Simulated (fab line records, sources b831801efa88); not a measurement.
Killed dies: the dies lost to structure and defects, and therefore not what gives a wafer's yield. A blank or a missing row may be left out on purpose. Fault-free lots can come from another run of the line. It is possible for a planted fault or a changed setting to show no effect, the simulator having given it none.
Code-filled problem report in 8D (eight disciplines) form ; flow sky130 ; the parts of the form that need people (team, actions taken, sign-off) are left out

1. THE PROBLEM
Wafers without a fault read 19.999, standard deviation 0.0059; beamEnergyKeV at SKY_SONOS_TUNNEL_IMPLANT_09 reads a mean of 18.921 on 6 wafers belonging to 2 lots. So: -99 or more standard deviations from the usual mean.
The first sign was on wafer L128.2 at day 14 18:15, on implanter-01. The record holds 39 wafers of 13 lots with a number at this step. The rule behind "out" and "out of limits": a value lying over 4 standard deviations away from the usual mean. The rest of the wafers with a number are treated as sound.

2. WHAT THIS IS AND IS NOT
question;is;is not
which readings at this step;beamEnergyKeV;-
which lots;L128, L129;L118, L119, L120, L122, L126, L133, L136, L137, L138, L140, L141
which wafers of those lots;all that have a number;-
read on which tools;implanter-01;implanter-02, implanter-03
when;from day 14 18:15;"up to then (15 sound wafers); but 18 sound wafers of L133, L136, L137, L138, L140, L141 came after"

3. WHAT RULES OUT EACH SUSPECT
Counting: a tool stays on the suspect list if, at a process step up to the reading, it processed all lots that are out and no sound lot following the first of them.
- implanter-01 at SKY_SONOS_TUNNEL_IMPLANT_09: ruled out as a lasting fault. Sound lots L138, L140, L141 ran on it after its first lot that is out, L128 (day 14 18:15).
Left after counting: nothing in the record.

4. THE CAUSE (what the simulator had put in)
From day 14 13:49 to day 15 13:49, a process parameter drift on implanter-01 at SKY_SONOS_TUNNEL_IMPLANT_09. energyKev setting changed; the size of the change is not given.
Counting ruled it out, wrongly.

5. THE CHAIN OF EFFECTS, in route order
Rows list readings where the struck wafers' mean (over those with a number) sits beyond 3 standard deviations from the usual. Readings are gone through only where the record gives a usual standard deviation; hours: the median, over the lots, of the time from a lot's start at the first step in this table giving one to that lot's start at this step; sigmas: the change measured in usual standard deviations.
hours;step;reading;usual;on struck wafers;change;sigmas
0;SKY_SONOS_TUNNEL_IMPLANT_09;beamEnergyKeV;19.999;18.921;-1.078;-99 or more
Here are the process steps it includes:
- SKY_SONOS_TUNNEL_IMPLANT_09

6. HOW IT WOULD HAVE BEEN CAUGHT EARLIER
In this record the first reading out of limits was taken at day 14 18:15, 4 hours after the fault began at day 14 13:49.
